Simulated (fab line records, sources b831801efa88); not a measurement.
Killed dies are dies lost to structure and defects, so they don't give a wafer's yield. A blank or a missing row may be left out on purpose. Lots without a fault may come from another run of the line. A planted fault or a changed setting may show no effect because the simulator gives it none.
fab line records | flow sky130
record lots=11 wafers=33 last_day=50
route steps=708 shown METAL2@483 VIA2@519 PAD_OPEN@708
lots that met no fault: from a run of the same line without faults
start_h: hours from the record's first day to the start of the lot's first wafer shown | wait_h: hours since the lot's step before | " the same as in the row above | L1.1+2: a row that stands for several wafers | - no value, or no start given | * or withheld: withheld | < > ~ a bound
route shown NAME@n: a module of which the file shows steps, and the number in the route of the first | usual: mean/standard deviation of fault-free wafers | same: alike in all rows | chamber/n: place in a boat | sites: the reading at each site | _std_site: their standard deviation | _edge_site: outer sites' mean less inner sites' | radius_mm: how far each site lies from the wafer's centre | mask NAME#n: copy n | behind: the tool/chamber that last shaped the wafer | hold: why the lot was held/for how many hours/how that ended | device: the transistor (n, p or np) that didn't switch | end of line: the same wafers' tests at the end of the route | a step without rows: its recipe alone | killed: dies lost to structure and defects at the first sort, not the wafer's yield | map: a wafer's dies, x killed, . not, _ none there
set.NAME: the setting as run; set.NAME@STEP: as run at that earlier step | model.NAME: the simulator's own value behind a step, which no gauge read
steps of the route over a sample of lots; a table a step, a row a wafer
services: from which hour (start_h, from the record's first day; less than 0 if before it) a tool's chamber was out of use, for how many hours, and why
## steps
# step SKY_METAL2_SPUTTER_00
# recipe material=Ti target_thk_nm=15 power_w=3000 time_s=10 chamber_pressure_pa=0.4
# usual chamber_pressure_pa=0.3999/0.0008 throttle_valve_pct=30.0/1
# columns lot.wafer tool chamber start_h wait_h chamber_pressure_pa throttle_valve_pct
L664.1 pvd_sputter-02 - 807.38 0.1 0.3996 32.0
L664.2 " - " " 0.4004 29.6
L664.4 " - " " 0.3997 29.1
L665.1 pvd_sputter-01 - 813.29 0.2 0.4011 30.0
L665.4 " - " " 0.3999 29.7
L665.5 " - " " 0.3999 29.7
L666.1 pvd_sputter-01 - 828.85 0.2 0.4005 29.8
L666.2 " - " " 0.3998 30.4
L666.6 " - " " 0.4000 30.3
L668.1 pvd_sputter-02 - 835.33 0.2 0.4003 29.4
L668.5 " - " " 0.3997 29.3
L668.6 " - " " 0.4001 29.2
L669.1 pvd_sputter-01 - 843.29 0.2 0.4004 30.2
L669.3 " - " " 0.4000 29.8
L669.5 " - " " 0.3987 29.8
L671.1 pvd_sputter-01 - 860.42 0.1 0.4002 30.1
L671.3 " - " " 0.4016 30.3
L671.6 " - " " 0.4003 30.0
L672.2 pvd_sputter-02 - 867.83 0.2 0.4005 29.3
L672.3 " - " " 0.4005 29.5
L672.4 " - " " 0.3991 32.1
L674.2 pvd_sputter-03 - 888.05 0.1 0.4017 30.0
L674.3 " - " " 0.4001 29.5
L674.5 " - " " 0.3996 29.4
L676.1 pvd_sputter-02 - 901.75 0.1 0.3990 29.4
L676.3 " - " " 0.3986 29.9
L676.4 " - " " 0.3997 29.4
L679.4 pvd_sputter-02 - 920.64 0.2 0.4007 29.7
L679.5 " - " " 0.4021 29.1
L679.6 " - " " 0.3997 29.3
L685.2 pvd_sputter-02 - 960.74 0.2 0.4003 29.5
L685.3 " - " " 0.3987 29.9
L685.6 " - " " 0.3985 29.5
# step SKY_METAL2_SPUTTER_03
# recipe material=Ti target_thk_nm=5 power_w=3000 time_s=3.3 chamber_pressure_pa=0.4
# usual chamber_pressure_pa=0.4001/0.00077 throttle_valve_pct=30.0/0.97
# columns lot.wafer tool chamber start_h wait_h chamber_pressure_pa throttle_valve_pct
L664.1 pvd_sputter-02 - 807.45 0.0 0.4011 32.0
L664.2 " - " " 0.3992 29.7
L664.4 " - " " 0.4000 29.2
L665.1 pvd_sputter-01 - 813.36 0.0 0.4017 30.2
L665.4 " - " " 0.3989 29.6
L665.5 " - " " 0.4000 29.3
L666.1 pvd_sputter-01 - 828.92 0.0 0.4003 29.7
L666.2 " - " " 0.3997 30.2
L666.6 " - " " 0.3998 30.3
L668.1 pvd_sputter-02 - 835.40 0.0 0.3992 29.5
L668.5 " - " " 0.4004 29.5
L668.6 " - " " 0.3994 29.5
L669.1 pvd_sputter-01 - 843.36 0.0 0.3996 30.3
L669.3 " - " " 0.4003 29.5
L669.5 " - " " 0.3993 29.7
L671.1 pvd_sputter-01 - 860.49 0.0 0.3991 29.9
L671.3 " - " " 0.3995 30.6
L671.6 " - " " 0.3992 30.2
L672.2 pvd_sputter-02 - 867.90 0.0 0.4006 29.3
L672.3 " - " " 0.4002 29.2
L672.4 " - " " 0.4008 32.1
L674.2 pvd_sputter-03 - 888.12 0.0 0.3994 29.8
L674.3 " - " " 0.4008 29.2
L674.5 " - " " 0.3996 29.6
L676.1 pvd_sputter-02 - 901.82 0.0 0.4009 29.5
L676.3 " - " " 0.4001 29.4
L676.4 " - " " 0.3996 29.4
L679.4 pvd_sputter-02 - 920.71 0.0 0.3992 29.9
L679.5 " - " " 0.3982 29.4
L679.6 " - " " 0.3999 29.5
L685.2 pvd_sputter-02 - 960.81 0.0 0.4002 29.5
L685.3 " - " " 0.3987 29.7
L685.6 " - " " 0.4000 29.2
# step SKY_METAL2_METAL_ETCH_19
# recipe target_depth_a=3600 stop_on=SiO2 over_etch_frac=0.3 time_s=78 chemistry=Cl2/BCl3 resist_sidewall_deg=88 pressure_mtorr=10 icp_w=900 bias_w=48.5 Cl2_flow_sccm=60 bcl3_flow_sccm=30
# usual drypump_motor_current_A=5.59/0.29 oes_product_au=0.858/0.0061 run_length_s=106.3/0.45 throttle_valve_pct=22.264/0.01
# columns lot.wafer tool chamber start_h wait_h drypump_motor_current_A oes_product_au rf_hours_counter_h run_length_s throttle_valve_pct
L664.1 rie_metal-02 0 834.31 0.0 5.15 0.855 16 106.5 22.252
L664.2 " 1 " " 5.59 0.858 3 107.1 22.262
L664.4 " 1 " " 5.63 0.862 - 107.1 22.264
L665.1 rie_metal-02 1 840.74 0.0 5.60 0.863 3 106.2 22.243
L665.4 " 0 " " 5.15 0.858 - 105.7 22.275
L665.5 " 1 " " 5.63 0.855 - 106.8 22.263
L666.1 rie_metal-02 1 855.18 0.1 5.65 0.846 4 106.2 22.262
L666.2 " 1 " " 5.62 0.853 - 106.3 22.259
L666.6 " 1 " " 5.58 0.855 - 106.2 22.276
L668.1 rie_metal-03 0 862.34 0.0 5.71 0.870 12 107.6 22.248
L668.5 " 1 " " 6.26 0.868 - 106.6 22.262
L668.6 " 0 " " 5.71 0.861 - 107.1 22.267
L669.1 rie_metal-03 0 869.91 0.0 5.78 0.852 12 107.0 22.264
L669.3 " 0 " " 5.72 0.849 - 106.9 22.279
L669.5 " 1 " " 6.25 0.857 - 106.3 22.287
L671.1 rie_metal-04 0 886.44 0.0 5.74 0.862 6 106.3 22.258
L671.3 " 1 " " 5.44 0.851 - 106.1 22.255
L671.6 " 1 " " 5.46 0.858 - 106.0 22.260
L672.2 rie_metal-02 0 893.89 0.0 5.15 0.860 1 105.8 22.242
L672.3 " 1 " " 5.64 0.852 - 106.6 22.268
L672.4 " 0 " " 5.14 0.863 - 106.4 22.264
L674.2 rie_metal-04 0 914.29 0.0 5.75 0.859 7 105.7 22.271
L674.3 " 0 " " 5.73 0.856 - 105.8 22.267
L674.5 " 0 " " 5.73 0.860 - 105.9 22.264
L676.1 rie_metal-02 1 926.71 0.0 5.61 0.921 8 101.0 22.280
L676.3 " 1 " " 5.61 0.929 - 100.9 22.262
L676.4 " 0 " " 5.17 0.866 - 105.9 22.261
L679.4 rie_metal-02 1 945.34 0.1 5.59 0.921 - 101.7 22.266
L679.5 " 0 " " 5.17 0.861 - 106.3 22.255
L679.6 " 1 " " 5.61 0.921 - 101.0 22.261
L685.2 rie_metal-04 0 984.67 0.0 5.74 0.855 11 105.7 22.254
L685.3 " 1 " " 5.44 0.860 - 106.2 22.267
L685.6 " 1 " " 5.45 0.855 - 106.0 22.262
# step SKY_METAL2_STRIP_20
# recipe chemistry=O2/N2 power_w=1400 pressure_mtorr=1500 platen_temp_c=withheld o2_flow_sccm=3000 n2_flow_sccm=300 overash_fraction=0.5
# usual drypump_motor_current_A=5.6/0.44 oes_product_au=0.344/0.0052 strip_time_to_endpoint_s=2.71/0.053
# columns lot.wafer tool chamber start_h wait_h drypump_motor_current_A oes_product_au rf_hours_counter_h strip_time_to_endpoint_s
L664.1 plasma_asher-02 1 834.40 0.1 5.6 0.337 100 2.67
L664.2 " 0 " " 6.0 0.336 100 2.74
L664.4 " 0 " " 6.0 0.345 - 2.73
L665.1 plasma_asher-04 0 840.83 0.1 4.8 0.340 10 2.67
L665.4 " 0 " " 4.8 0.345 - 2.61
L665.5 " 1 " " 5.9 0.343 - 2.69
L666.1 plasma_asher-02 0 855.36 0.1 6.0 0.350 101 2.73
L666.2 " 1 " " 5.6 0.336 101 2.76
L666.6 " 0 " " 6.0 0.352 - 2.71
L668.1 plasma_asher-03 1 862.43 0.1 5.7 0.337 41 2.71
L668.5 " 0 " " 6.0 0.343 - 2.73
L668.6 " 1 " " 5.6 0.341 - 2.69
L669.1 plasma_asher-04 0 870.00 0.1 4.8 0.339 13 2.65
L669.3 " 1 " " 5.9 0.348 - 2.64
L669.5 " 1 " " 5.9 0.346 - 2.70
L671.1 plasma_asher-03 1 886.53 0.1 5.6 0.345 44 2.81
L671.3 " 1 " " 5.6 0.340 - 2.67
L671.6 " 1 " " 5.7 0.341 - 2.65
L672.2 plasma_asher-02 0 893.98 0.1 6.0 0.331 105 2.66
L672.3 " 0 " " 6.0 0.353 - 2.73
L672.4 " 1 " " 5.6 0.344 - 2.66
L674.2 plasma_asher-04 1 914.38 0.1 5.9 0.347 17 2.83
L674.3 " 1 " " 5.9 0.341 - 2.81
L674.5 " 1 " " 5.9 0.351 - 2.81
L676.1 plasma_asher-03 1 926.80 0.1 5.6 0.355 47 2.88
L676.3 " 0 " " 6.0 0.356 - 2.92
L676.4 " 1 " " 5.7 0.341 - 2.67
L679.4 plasma_asher-02 0 945.44 0.1 6.0 0.358 - 2.94
L679.5 " 0 " " 6.0 0.347 - 2.69
L679.6 " 1 " " 5.6 0.349 - 2.91
L685.2 plasma_asher-04 0 984.76 0.1 4.8 0.337 23 2.75
L685.3 " 1 " " 5.9 0.344 - 2.70
L685.6 " 0 " " 4.8 0.338 - 2.69
# step SKY_VIA2_CD_MEAS_12
# recipe target_cd_nm=200
# usual cd_nm=200.6/1.3
# columns lot.wafer tool chamber start_h wait_h cd_nm
L664.1 cd_sem-02 - 862.44 - 200.5
L664.2 " - " " 199.5
L664.4 " - " " 200.1
L665.1 cd_sem-02 - 868.11 - 200.9
L665.4 " - " " 200.6
L665.5 " - " " 200.1
L666.1 cd_sem-02 - 882.69 - 202.8
L666.2 " - " " 201.4
L666.6 " - " " 202.4
L668.1 cd_sem-02 - 889.52 - 200.5
L668.5 " - " " 201.8
L668.6 " - " " 202.5
L669.1 cd_sem-02 - 896.39 - 200.4
L669.3 " - " " 200.2
L669.5 " - " " 199.4
L671.1 cd_sem-01 - 913.21 - 199.2
L671.3 " - " " 199.5
L671.6 " - " " 199.3
L672.2 cd_sem-01 - 920.76 - 199.3
L672.3 " - " " 200.4
L672.4 " - " " 198.8
L674.2 cd_sem-01 - 940.78 - 198.7
L674.3 " - " " 197.6
L674.5 " - " " 199.2
L676.1 cd_sem-02 - 953.27 - 197.7
L676.3 " - " " 199.0
L676.4 " - " " 199.0
L679.4 cd_sem-01 - 971.05 - 200.8
L679.5 " - " " 200.2
L679.6 " - " " 198.8
L685.2 cd_sem-01 - 1009.71 - 202.2
L685.3 " - " " 200.9
L685.6 " - " " 202.0
# step SKY_PAD_OPEN_PROBE_99
# usual defect_limited_yield=82.6/1.8 killed_at_M0_to_M3=43/6.4 killed_at_M4_up=2.8/1.7 killed_at_contacts=24/5.5 killed_at_front_end=15/4 killed_at_other=0.3/0.54 killed_dies=86/9.1 killed_open=47/6.6 killed_short=39/6.2 sort_bin_3_pad_short=0.9/0.45 sort_bin_5_function=10.4/1.4 sort_bin_6_memory=6.2/1.1 sort_n_pass=406/9.1 sort_yield_pct=82.6/1.8
# same gross_dies=492 killed_at_back_side=0 sort_bin_4_leakage[%]=0 sort_bin_8_speed[%]=0
# columns lot.wafer tool chamber start_h wait_h defect_limited_yield[%] killed_at_M0_to_M3 killed_at_M4_up killed_at_contacts killed_at_front_end killed_at_other killed_dies killed_open killed_short sort_bin_3_pad_short[%] sort_bin_5_function[%] sort_bin_6_memory[%] sort_n_pass sort_yield_pct[%]
L664.1 prober-01 - 1088.44 0.1 81.3 51 6 24 11 0 92 45 47 1.6 9.8 7.3 400 81.3
L664.2 prober-01 - 1088.49 0.1 78.9 50 4 32 18 0 104 56 48 1.2 11.6 8.3 388 78.9
L664.4 prober-01 - 1088.59 0.2 79.3 58 4 18 21 1 102 54 48 0.8 12.8 7.1 390 79.3
L665.1 prober-01 - 1092.15 0.1 81.3 43 1 29 19 0 92 44 48 0.8 11.4 6.5 400 81.3
L665.4 prober-01 - 1092.30 0.2 83.3 39 5 21 17 0 82 41 41 0.8 10.8 5.1 410 83.3
L665.5 prober-01 - 1092.35 0.2 82.5 37 4 31 14 0 86 50 36 0.4 10.2 6.9 406 82.5
L666.1 prober-02 - 1105.29 0.1 81.5 49 3 24 15 0 91 51 40 1.0 11.0 6.5 401 81.5
L666.2 prober-02 - 1105.34 0.1 85.4 36 5 17 13 1 72 40 32 1.4 8.3 4.9 420 85.4
L666.6 prober-02 - 1105.54 0.2 84.8 34 6 24 10 1 75 32 43 1.0 7.7 6.5 417 84.8
L668.1 prober-02 - 1110.03 0.1 85.4 45 3 19 4 1 72 33 39 0.2 10.0 4.5 420 85.4
L668.5 prober-02 - 1110.23 0.2 85.6 34 1 20 15 1 71 39 32 0.6 8.1 5.7 421 85.6
L668.6 prober-02 - 1110.28 0.2 78.7 40 3 41 21 0 105 60 45 1.4 14.2 5.7 387 78.7
L669.1 prober-01 - 1115.59 0.1 82.1 42 3 25 18 0 88 47 41 1.0 11.0 5.9 404 82.1
L669.3 prober-01 - 1115.69 0.2 84.1 44 1 19 13 1 78 39 39 0.2 9.6 6.1 414 84.1
L669.5 prober-01 - 1115.79 0.2 81.9 48 1 22 17 1 89 50 39 1.4 10.4 6.3 403 81.9
L671.1 prober-01 - 1132.02 0.1 82.5 47 0 19 20 0 86 42 44 0.4 11.6 5.5 406 82.5
L671.3 prober-01 - 1132.12 0.2 81.7 52 1 22 14 1 90 50 40 0.2 10.8 7.3 402 81.7
L671.6 prober-01 - 1132.27 0.2 81.5 34 5 35 17 0 91 57 34 0.6 11.4 6.5 401 81.5
L672.2 prober-02 - 1134.02 0.1 81.3 47 2 29 14 0 92 44 48 1.0 11.4 6.3 400 81.3
L672.3 prober-02 - 1134.07 0.2 81.7 41 8 29 12 0 90 49 41 0.8 11.2 6.3 402 81.7
L672.4 prober-02 - 1134.12 0.2 84.8 35 2 19 19 0 75 43 32 0.8 8.9 5.5 417 84.8
L674.2 prober-02 - 1148.19 0.1 77.6 53 5 28 24 0 110 70 40 0.4 14.2 7.7 382 77.6
L674.3 prober-02 - 1148.24 0.2 83.1 43 3 24 13 0 83 43 40 1.2 10.4 5.3 409 83.1
L674.5 prober-02 - 1148.34 0.2 83.3 39 0 18 23 2 82 47 35 0.8 10.0 5.9 410 83.3
L676.1 prober-02 - 1158.95 0.1 81.7 47 4 24 15 0 90 51 39 0.6 12.8 4.9 402 81.7
L676.3 prober-02 - 1159.05 0.2 82.3 37 2 31 17 0 87 49 38 0.8 10.8 6.1 405 82.3
L676.4 prober-02 - 1159.10 0.2 83.3 41 3 22 15 1 82 46 36 0.6 9.1 6.9 410 83.3
L679.4 prober-01 - 1170.00 0.2 79.9 45 2 25 26 1 99 55 44 1.6 12.6 5.9 393 79.9
L679.5 prober-01 - 1170.05 0.2 83.5 43 4 19 15 0 81 45 36 0.8 9.8 5.9 411 83.5
L679.6 prober-01 - 1170.10 0.2 83.5 38 2 27 13 1 81 40 41 1.0 11.0 4.5 411 83.5
L685.2 prober-01 - 1197.74 0.1 80.5 48 3 23 21 1 96 46 50 1.4 10.6 7.5 396 80.5
L685.3 prober-01 - 1197.79 0.2 83.5 45 2 15 19 0 81 47 34 0.6 10.2 5.7 411 83.5
L685.6 prober-01 - 1197.94 0.2 83.5 45 4 21 11 0 81 38 43 1.0 11.8 3.7 411 83.5
# killed by level:class
L664.1 VIA1:geometric_particle:open=9 CONTACT:geometric_particle:open=8 VIA2:geometric_particle:open=7 VIA3:geometric_particle:open=7 CONTACT:geometric_particle:short=7 METAL3:geometric_particle:short=7 LI_CONTACT:geometric_particle:open=6 VIA3:geometric_particle:short=5
L664.2 CONTACT:geometric_particle:open=11 VIA1:geometric_particle:open=11 LI_CONTACT:geometric_particle:open=8 METAL2:geometric_particle:short=7 VIA2:geometric_particle:open=7 CONTACT:geometric_particle:short=6 VIA3:geometric_particle:open=6 FIELD_ISO:geometric_particle:open=5
L664.4 VIA1:geometric_particle:open=14 METAL2:geometric_particle:short=10 VIA2:geometric_particle:open=7 VIA3:geometric_particle:short=7 FIELD_ISO:geometric_particle:short=6 CONTACT:geometric_particle:open=6 VIA3:geometric_particle:open=5 LI_CONTACT:geometric_particle:open=5
L665.1 CONTACT:geometric_particle:open=11 VIA1:geometric_particle:open=11 LI_CONTACT:geometric_particle:open=9 FIELD_ISO:geometric_particle:short=8 VIA1:geometric_particle:short=7 METAL1:geometric_particle:short=6 METAL2:geometric_particle:short=5 LOCAL_INTERCONNECT:geometric_particle:short=4
L665.4 VIA1:geometric_particle:open=9 VIA3:geometric_particle:open=8 LI_CONTACT:geometric_particle:open=6 CONTACT:geometric_particle:short=5 METAL2:geometric_particle:short=5 FIELD_ISO:geometric_particle:open=4 POLY_GATE:geometric_particle:short=4 POLY_GATE:geometric_particle:open=4
L665.5 LI_CONTACT:geometric_particle:open=10 CONTACT:geometric_particle:open=10 VIA1:geometric_particle:open=10 VIA2:geometric_particle:open=5 METAL1:geometric_particle:short=5 VIA3:geometric_particle:open=5 FIELD_ISO:geometric_particle:short=4 POLY_GATE:geometric_particle:short=4
L666.1 VIA1:geometric_particle:open=10 VIA1:geometric_particle:short=9 VIA3:geometric_particle:open=9 LI_CONTACT:geometric_particle:open=8 CONTACT:geometric_particle:open=8 POLY_GATE:geometric_particle:short=5 VIA2:geometric_particle:open=5 LOCAL_INTERCONNECT:geometric_particle:short=4
L666.2 VIA1:geometric_particle:open=11 VIA3:geometric_particle:open=8 CONTACT:geometric_particle:open=7 METAL1:geometric_particle:short=7 CONTACT:geometric_particle:short=5 FIELD_ISO:geometric_particle:open=4 METAL4:geometric_particle:short=4 POLY_GATE:geometric_particle:short=3
L666.6 CONTACT:geometric_particle:open=7 METAL3:geometric_particle:short=6 LI_CONTACT:geometric_particle:open=5 METAL1:geometric_particle:short=5 VIA1:geometric_particle:short=5 VIA1:geometric_particle:open=5 METAL4:geometric_particle:short=5 VIA2:geometric_particle:open=4
L668.1 METAL1:geometric_particle:short=9 VIA1:geometric_particle:open=7 VIA3:geometric_particle:open=7 LI_CONTACT:geometric_particle:short=6 CONTACT:geometric_particle:open=6 METAL2:geometric_particle:short=5 METAL3:geometric_particle:short=5 LI_CONTACT:geometric_particle:open=4
L668.5 METAL1:geometric_particle:short=10 CONTACT:geometric_particle:open=8 VIA1:geometric_particle:open=8 LOCAL_INTERCONNECT:geometric_particle:short=7 VIA2:geometric_particle:open=7 FIELD_ISO:geometric_particle:open=4 FIELD_ISO:geometric_particle:short=4 POLY_GATE:geometric_particle:open=3
L668.6 CONTACT:geometric_particle:open=14 LI_CONTACT:geometric_particle:open=11 FIELD_ISO:geometric_particle:open=8 VIA1:geometric_particle:open=8 CONTACT:geometric_particle:short=7 METAL1:geometric_particle:short=7 VIA2:geometric_particle:open=7 METAL2:geometric_particle:short=5
L669.1 VIA1:geometric_particle:open=10 LI_CONTACT:geometric_particle:open=8 METAL1:geometric_particle:short=8 VIA1:geometric_particle:short=7 FIELD_ISO:geometric_particle:open=6 VIA3:geometric_particle:open=6 FIELD_ISO:geometric_particle:short=5 CONTACT:geometric_particle:short=5
L669.3 LI_CONTACT:geometric_particle:open=10 METAL1:geometric_particle:short=10 VIA1:geometric_particle:open=10 VIA3:geometric_particle:open=6 VIA1:geometric_particle:short=5 CONTACT:geometric_particle:short=4 METAL2:geometric_particle:short=4 POLY_GATE:geometric_particle:short=3
L669.5 VIA1:geometric_particle:open=14 VIA3:geometric_particle:open=9 LI_CONTACT:geometric_particle:open=8 VIA1:geometric_particle:short=6 POLY_GATE:geometric_particle:short=5 FIELD_ISO:geometric_particle:short=3 CONTACT:geometric_particle:short=3 LI_CONTACT:geometric_particle:short=3
L671.1 CONTACT:geometric_particle:open=9 VIA3:geometric_particle:open=9 POLY_GATE:geometric_particle:short=7 VIA1:geometric_particle:open=6 METAL2:geometric_particle:short=6 METAL3:geometric_particle:short=6 VIA3:geometric_particle:short=6 POLY_GATE:geometric_particle:open=4
L671.3 VIA2:geometric_particle:open=11 CONTACT:geometric_particle:open=10 VIA1:geometric_particle:open=8 LI_CONTACT:geometric_particle:open=6 METAL1:geometric_particle:short=6 METAL2:geometric_particle:short=6 FIELD_ISO:geometric_particle:short=5 VIA3:geometric_particle:short=5
L671.6 LI_CONTACT:geometric_particle:open=14 CONTACT:geometric_particle:open=13 VIA3:geometric_particle:open=6 VIA1:geometric_particle:open=5 METAL2:geometric_particle:short=5 VIA2:geometric_particle:open=5 LI_CONTACT:geometric_particle:short=4 VIA3:geometric_particle:short=4
L672.2 LI_CONTACT:geometric_particle:open=9 VIA1:geometric_particle:open=8 CONTACT:geometric_particle:open=8 METAL3:geometric_particle:short=7 METAL1:geometric_particle:short=6 VIA2:geometric_particle:open=6 VIA3:geometric_particle:open=5 CONTACT:geometric_particle:short=5
L672.3 VIA1:geometric_particle:open=12 CONTACT:geometric_particle:open=12 METAL4:geometric_particle:short=8 LI_CONTACT:geometric_particle:open=7 POLY_GATE:geometric_particle:open=6 CONTACT:geometric_particle:short=6 VIA3:geometric_particle:open=5 METAL1:geometric_particle:short=5
L672.4 VIA1:geometric_particle:open=11 FIELD_ISO:geometric_particle:open=7 LI_CONTACT:geometric_particle:open=7 VIA1:geometric_particle:short=6 POLY_GATE:geometric_particle:short=6 VIA2:geometric_particle:open=4 VIA3:geometric_particle:open=4 LI_CONTACT:geometric_particle:short=3
L674.2 VIA1:geometric_particle:open=14 CONTACT:geometric_particle:open=13 FIELD_ISO:geometric_particle:short=9 VIA3:geometric_particle:open=9 LI_CONTACT:geometric_particle:open=8 VIA2:geometric_particle:open=8 METAL2:geometric_particle:short=7 CONTACT:geometric_particle:short=5
L674.3 VIA1:geometric_particle:open=12 CONTACT:geometric_particle:open=7 VIA3:geometric_particle:short=7 CONTACT:geometric_particle:short=6 VIA3:geometric_particle:open=6 LI_CONTACT:geometric_particle:short=5 METAL1:geometric_particle:short=5 VIA2:geometric_particle:open=5
L674.5 VIA1:geometric_particle:open=11 VIA3:geometric_particle:open=9 POLY_GATE:geometric_particle:short=8 CONTACT:geometric_particle:open=6 VIA1:geometric_particle:short=6 LI_CONTACT:geometric_particle:open=5 FIELD_ISO:geometric_particle:open=4 FIELD_ISO:geometric_particle:short=4
L676.1 VIA2:geometric_particle:open=10 LI_CONTACT:geometric_particle:open=8 CONTACT:geometric_particle:open=8 VIA1:geometric_particle:short=7 VIA1:geometric_particle:open=7 LOCAL_INTERCONNECT:geometric_particle:short=5 VIA3:geometric_particle:open=5 POLY_GATE:geometric_particle:short=4
L676.3 VIA3:geometric_particle:open=11 CONTACT:geometric_particle:short=9 LI_CONTACT:geometric_particle:open=9 VIA1:geometric_particle:open=8 CONTACT:geometric_particle:open=6 FIELD_ISO:geometric_particle:open=5 POLY_GATE:geometric_particle:short=5 FIELD_ISO:geometric_particle:short=4
L676.4 METAL2:geometric_particle:short=9 VIA2:geometric_particle:open=9 LI_CONTACT:geometric_particle:open=7 CONTACT:geometric_particle:open=7 VIA3:geometric_particle:open=6 VIA1:geometric_particle:open=6 FIELD_ISO:geometric_particle:short=5 POLY_GATE:geometric_particle:open=3
L679.4 VIA3:geometric_particle:open=9 VIA2:geometric_particle:open=8 CONTACT:geometric_particle:short=8 CONTACT:geometric_particle:open=7 METAL2:geometric_particle:short=6 POLY_GATE:geometric_particle:open=6 VIA1:geometric_particle:short=6 LI_CONTACT:geometric_particle:open=6
L679.5 VIA3:geometric_particle:open=9 VIA1:geometric_particle:open=7 VIA2:geometric_particle:open=6 POLY_GATE:geometric_particle:open=5 LI_CONTACT:geometric_particle:open=5 METAL2:geometric_particle:short=5 CONTACT:geometric_particle:open=4 METAL1:geometric_particle:short=4
L679.6 VIA1:geometric_particle:open=13 CONTACT:geometric_particle:open=10 CONTACT:geometric_particle:short=8 METAL3:geometric_particle:short=5 VIA2:geometric_particle:open=4 LI_CONTACT:geometric_particle:open=4 LOCAL_INTERCONNECT:geometric_particle:short=4 VIA1:geometric_particle:short=4
L685.2 VIA1:geometric_particle:open=11 METAL2:geometric_particle:short=10 LI_CONTACT:geometric_particle:open=8 CONTACT:geometric_particle:open=7 FIELD_ISO:geometric_particle:short=6 FIELD_ISO:geometric_particle:open=5 POLY_GATE:geometric_particle:short=5 LOCAL_INTERCONNECT:geometric_particle:short=5
L685.3 VIA1:geometric_particle:open=9 VIA3:geometric_particle:open=9 POLY_GATE:geometric_particle:open=6 POLY_GATE:geometric_particle:short=6 VIA2:geometric_particle:open=6 LI_CONTACT:geometric_particle:open=4 METAL1:geometric_particle:short=4 VIA1:geometric_particle:short=4
L685.6 CONTACT:geometric_particle:open=11 VIA1:geometric_particle:open=10 METAL2:geometric_particle:short=6 VIA3:geometric_particle:open=5 METAL4:geometric_particle:short=4 POLY_GATE:geometric_particle:short=4 VIA2:geometric_particle:short=4 METAL3:geometric_particle:short=4
## services
# columns tool chamber start_h hours kind
plasma_asher-04 - 810.80 2.8 pm
plasma_asher-03 - 811.69 2.8 pm
plasma_asher-02 - 835.28 1.9 repair
pvd_sputter-02 0 837.40 - consumable_replace:kit
pvd_sputter-02 0 837.40 18.0 scheduled_down
pvd_sputter-02 0 837.40 18.0 vent_cycle
rie_metal-02 0 852.67 - clean
rie_metal-02 0 852.67 26.0 scheduled_down
rie_metal-02 0 852.67 26.0 vent_cycle
pvd_sputter-01 - 877.67 0.8 repair
rie_metal-04 0 901.40 2.6 repair
rie_metal-04 1 919.18 1.1 repair
pvd_sputter-01 - 919.69 3.4 repair
pvd_sputter-01 3 933.83 - consumable_replace:kit
pvd_sputter-01 3 933.83 18.0 scheduled_down
pvd_sputter-01 3 933.83 18.0 vent_cycle
rie_metal-03 0 944.44 4.7 repair
pvd_sputter-01 - 956.24 1.9 repair
pvd_sputter-02 3 964.39 - consumable_replace:kit
pvd_sputter-02 3 964.39 18.0 scheduled_down
pvd_sputter-02 3 964.39 18.0 vent_cycle
pvd_sputter-03 - 964.99 3.3 repair
plasma_asher-04 - 972.01 10.1 pm
pvd_sputter-01 - 980.33 1.0 repair
## key
first_sign step=SKY_METAL2_METAL_ETCH_19 reading=run_length_s direction=down sigmas=11 usual=* struck=*
effect step=SKY_METAL2_METAL_ETCH_19 reading=oes_product_au direction=up sigmas=11 usual=0.858 struck=0.923
effect step=SKY_METAL2_STRIP_20 reading=strip_time_to_endpoint_s direction=up sigmas=3.7 usual=* struck=*
met_at SKY_METAL2_METAL_ETCH_19
struck_lots L676,L679
struck_wafers L676.1,L676.3,L679.4,L679.6
not_acting_at SKY_METAL2_SPUTTER_00,SKY_METAL2_SPUTTER_03,SKY_VIA2_CD_MEAS_12
onset_between 893.89 926.71
fault kind=process_parameter_drift tool=rie_metal-02 chamber=1 onset_h=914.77 steps=SKY_METAL2_METAL_ETCH_19 channel=time_s offset=* shape=step end_h=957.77 acts_in=* stated=*
